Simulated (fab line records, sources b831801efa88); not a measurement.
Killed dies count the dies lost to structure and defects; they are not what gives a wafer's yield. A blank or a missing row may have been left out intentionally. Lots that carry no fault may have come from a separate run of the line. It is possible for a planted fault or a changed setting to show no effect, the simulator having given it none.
Split-lot study / flow sky130 / 5 lots, 23 wafers read, on a route of 708 steps

SPLIT DETAILS
At SKY_SONOS_ONO_CVD_04 (deposits SiO2 from SiH4/N2O, target thk 5.7199 nm), the setting pressureMtorr was moved away from the recipe's 400 mTorr on 20 of the 23 wafers read, by -14.2% to +11.2%. For the rest of the wafers, this setting stayed at what the recipe calls for.

The reading comes from the split's own step.

THE READING
SiO2_of_SONOS_ONO_CVD_04.thkNm (the simulator's own value, which no gauge read), in nm, at SKY_SONOS_ONO_CVD_04 (deposits SiO2 from SiH4/N2O, target thk 5.7199 nm). The file does not state a usual value for it. Average 5.694 nm, standard deviation 0.038 nm, over the 3 wafers here run with the recipe.

wafer=L075.1; tool, chamber at the split=lpcvd-03, 1; pressureMtorr as run, mTorr=400; against the recipe=recipe; SiO2_of_SONOS_ONO_CVD_04.thkNm, nm=5.68; against lot-mates on the recipe=-
wafer=L075.2; tool, chamber at the split=lpcvd-03, 1; pressureMtorr as run, mTorr=400; against the recipe=recipe; SiO2_of_SONOS_ONO_CVD_04.thkNm, nm=5.655; against lot-mates on the recipe=-
wafer=L075.5; tool, chamber at the split=lpcvd-03, 1; pressureMtorr as run, mTorr=400; against the recipe=recipe; SiO2_of_SONOS_ONO_CVD_04.thkNm, nm=5.746; against lot-mates on the recipe=-
wafer=L076.1; tool, chamber at the split=-, -; pressureMtorr as run, mTorr=343.2; against the recipe=-14.2%; SiO2_of_SONOS_ONO_CVD_04.thkNm, nm=5.184; against lot-mates on the recipe=no lot-mate on the recipe
wafer=L076.3; tool, chamber at the split=-, -; pressureMtorr as run, mTorr=343.2; against the recipe=-14.2%; SiO2_of_SONOS_ONO_CVD_04.thkNm, nm=5.222; against lot-mates on the recipe=no lot-mate on the recipe
wafer=L076.4; tool, chamber at the split=-, -; pressureMtorr as run, mTorr=343.2; against the recipe=-14.2%; SiO2_of_SONOS_ONO_CVD_04.thkNm, nm=5.306; against lot-mates on the recipe=no lot-mate on the recipe
wafer=L076.5; tool, chamber at the split=-, -; pressureMtorr as run, mTorr=343.2; against the recipe=-14.2%; SiO2_of_SONOS_ONO_CVD_04.thkNm, nm=5.228; against lot-mates on the recipe=no lot-mate on the recipe
wafer=L076.6; tool, chamber at the split=-, -; pressureMtorr as run, mTorr=343.2; against the recipe=-14.2%; SiO2_of_SONOS_ONO_CVD_04.thkNm, nm=5.247; against lot-mates on the recipe=no lot-mate on the recipe
wafer=L077.1; tool, chamber at the split=-, -; pressureMtorr as run, mTorr=375; against the recipe=-6.2%; SiO2_of_SONOS_ONO_CVD_04.thkNm, nm=5.624; against lot-mates on the recipe=no lot-mate on the recipe
wafer=L077.2; tool, chamber at the split=-, -; pressureMtorr as run, mTorr=375; against the recipe=-6.2%; SiO2_of_SONOS_ONO_CVD_04.thkNm, nm=5.542; against lot-mates on the recipe=no lot-mate on the recipe
wafer=L077.3; tool, chamber at the split=-, -; pressureMtorr as run, mTorr=375; against the recipe=-6.2%; SiO2_of_SONOS_ONO_CVD_04.thkNm, nm=5.582; against lot-mates on the recipe=no lot-mate on the recipe
wafer=L077.5; tool, chamber at the split=-, -; pressureMtorr as run, mTorr=375; against the recipe=-6.2%; SiO2_of_SONOS_ONO_CVD_04.thkNm, nm=5.641; against lot-mates on the recipe=no lot-mate on the recipe
wafer=L077.6; tool, chamber at the split=-, -; pressureMtorr as run, mTorr=375; against the recipe=-6.2%; SiO2_of_SONOS_ONO_CVD_04.thkNm, nm=5.618; against lot-mates on the recipe=no lot-mate on the recipe
wafer=L082.1; tool, chamber at the split=-, -; pressureMtorr as run, mTorr=444.9; against the recipe=+11.2%; SiO2_of_SONOS_ONO_CVD_04.thkNm, nm=5.961; against lot-mates on the recipe=no lot-mate on the recipe
wafer=L082.2; tool, chamber at the split=-, -; pressureMtorr as run, mTorr=444.9; against the recipe=+11.2%; SiO2_of_SONOS_ONO_CVD_04.thkNm, nm=5.979; against lot-mates on the recipe=no lot-mate on the recipe
wafer=L082.4; tool, chamber at the split=-, -; pressureMtorr as run, mTorr=444.9; against the recipe=+11.2%; SiO2_of_SONOS_ONO_CVD_04.thkNm, nm=5.95; against lot-mates on the recipe=no lot-mate on the recipe
wafer=L082.5; tool, chamber at the split=-, -; pressureMtorr as run, mTorr=444.9; against the recipe=+11.2%; SiO2_of_SONOS_ONO_CVD_04.thkNm, nm=6.015; against lot-mates on the recipe=no lot-mate on the recipe
wafer=L082.6; tool, chamber at the split=-, -; pressureMtorr as run, mTorr=444.9; against the recipe=+11.2%; SiO2_of_SONOS_ONO_CVD_04.thkNm, nm=6.048; against lot-mates on the recipe=no lot-mate on the recipe
wafer=L083.1; tool, chamber at the split=-, -; pressureMtorr as run, mTorr=381; against the recipe=-4.7%; SiO2_of_SONOS_ONO_CVD_04.thkNm, nm=5.603; against lot-mates on the recipe=no lot-mate on the recipe
wafer=L083.3; tool, chamber at the split=-, -; pressureMtorr as run, mTorr=381; against the recipe=-4.7%; SiO2_of_SONOS_ONO_CVD_04.thkNm, nm=5.705; against lot-mates on the recipe=no lot-mate on the recipe
wafer=L083.4; tool, chamber at the split=-, -; pressureMtorr as run, mTorr=381; against the recipe=-4.7%; SiO2_of_SONOS_ONO_CVD_04.thkNm, nm=5.67; against lot-mates on the recipe=no lot-mate on the recipe
wafer=L083.5; tool, chamber at the split=-, -; pressureMtorr as run, mTorr=381; against the recipe=-4.7%; SiO2_of_SONOS_ONO_CVD_04.thkNm, nm=5.684; against lot-mates on the recipe=no lot-mate on the recipe
wafer=L083.6; tool, chamber at the split=-, -; pressureMtorr as run, mTorr=381; against the recipe=-4.7%; SiO2_of_SONOS_ONO_CVD_04.thkNm, nm=5.654; against lot-mates on the recipe=no lot-mate on the recipe

THE FIT
A straight line over all 23 wafers: SiO2_of_SONOS_ONO_CVD_04.thkNm changes by +0.0279 nm for each +1% of pressureMtorr; r = +0.96; the points scatter about the line by 0.077 nm.
Too few moved wafers have a lot-mate on the recipe to fit a line with each lot's own level taken away.

FILE'S OWN FIT
SiO2_of_SONOS_ONO_CVD_04.thkNm changes by +0.0279 nm for each +1% of pressureMtorr, r = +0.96.
